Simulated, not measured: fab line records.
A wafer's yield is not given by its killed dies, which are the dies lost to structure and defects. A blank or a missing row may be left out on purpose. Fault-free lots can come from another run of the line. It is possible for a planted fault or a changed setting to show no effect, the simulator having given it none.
Which tool was responsible? | flow gf180mcu | Sampling: 6 lots, 18 wafers, 3 of 602 route steps

== WHAT THE GAUGES READ, wafer by wafer ==
GF_HV_LDD_TW_MEAS_50.
lot  | measured     | on            | HV_LDD_4_TW
L725 | day 13 04:25 | film-metro-03 | 568 568 572
L727 | day 13 21:55 | film-metro-04 | 508 513 512
L731 | day 15 05:53 | film-metro-01 | 504 508 509
L737 | day 17 14:55 | film-metro-03 | 568 569 572
L740 | day 18 21:02 | film-metro-01 | 565 563 563
L743 | day 19 14:04 | film-metro-01 | 566 568 565

== WHAT TOOL EACH LOT RAN ON (gives the tool, then ch and the chambers of the sampled wafers, and finally the start) ==
lot  | GF_DUAL_GATE_STRIP_13                | GF_HV_LDD_IMPLANT_48
L725 | plasma-asher-01 ch 0,1, day 9 02:08  | implanter-02 ch 0, day 13 04:10
L727 | plasma-asher-01 ch 0,1, day 9 15:43  | implanter-02 ch 0, day 13 21:42
L731 | plasma-asher-01 ch 0,1, day 10 21:01 | implanter-02 ch 0, day 15 05:39
L737 | plasma-asher-04 ch 0,1, day 12 15:01 | implanter-01 ch 0, day 17 14:40
L740 | plasma-asher-01 ch 0,1, day 13 17:26 | implanter-01 ch 0, day 18 20:48
L743 | plasma-asher-01 ch 0,1, day 14 10:41 | implanter-03 ch 0, day 19 13:49
- GF_DUAL_GATE_STRIP_13: strips in O2/N2.
- GF_HV_LDD_IMPLANT_48

== THE ANSWER, worked out from the rows above alone ==
Rule: the lots themselves supply what counts as usual. Put in order of their means at a reading, lots are off if they are a third of the lots or fewer, leave a main group of 4 or more, and stand apart from it by a gap of 3 or more times the standard deviation of the main group's means; of several such gaps the widest counts. A main group whose means are all the same, to the digits that the tables above print for the reading, isn't used. A lot without any number at a reading at which 4 lots or more have one is off too. Where the step has rows for the other lots, those lots are counted as sound.
Off: L727, L731, seen at GF_HV_LDD_TW_MEAS_50 (HV_LDD_4_TW). Mean 567 and standard deviation 2.4 in the main group.
If a tool, at a process step before that reading, ran all the lots that are off and no sound lot after the first of them, it fits. Gauges at GF_HV_LDD_TW_MEAS_50: tried the same way as those tools. One candidate fits, namely implanter-02 at GF_HV_LDD_IMPLANT_48. A fault onset in the window from L725 (day 13 04:10, its last sound lot) to L727 (day 13 21:42, its first lot off) fits.

== WHAT WAS PUT IN BY THE SIMULATOR ==
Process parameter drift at GF_HV_LDD_IMPLANT_48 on implanter-02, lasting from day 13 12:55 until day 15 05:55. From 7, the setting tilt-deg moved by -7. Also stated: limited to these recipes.
Lots struck among those shown: L727, L731. The rule above reached the same finding.
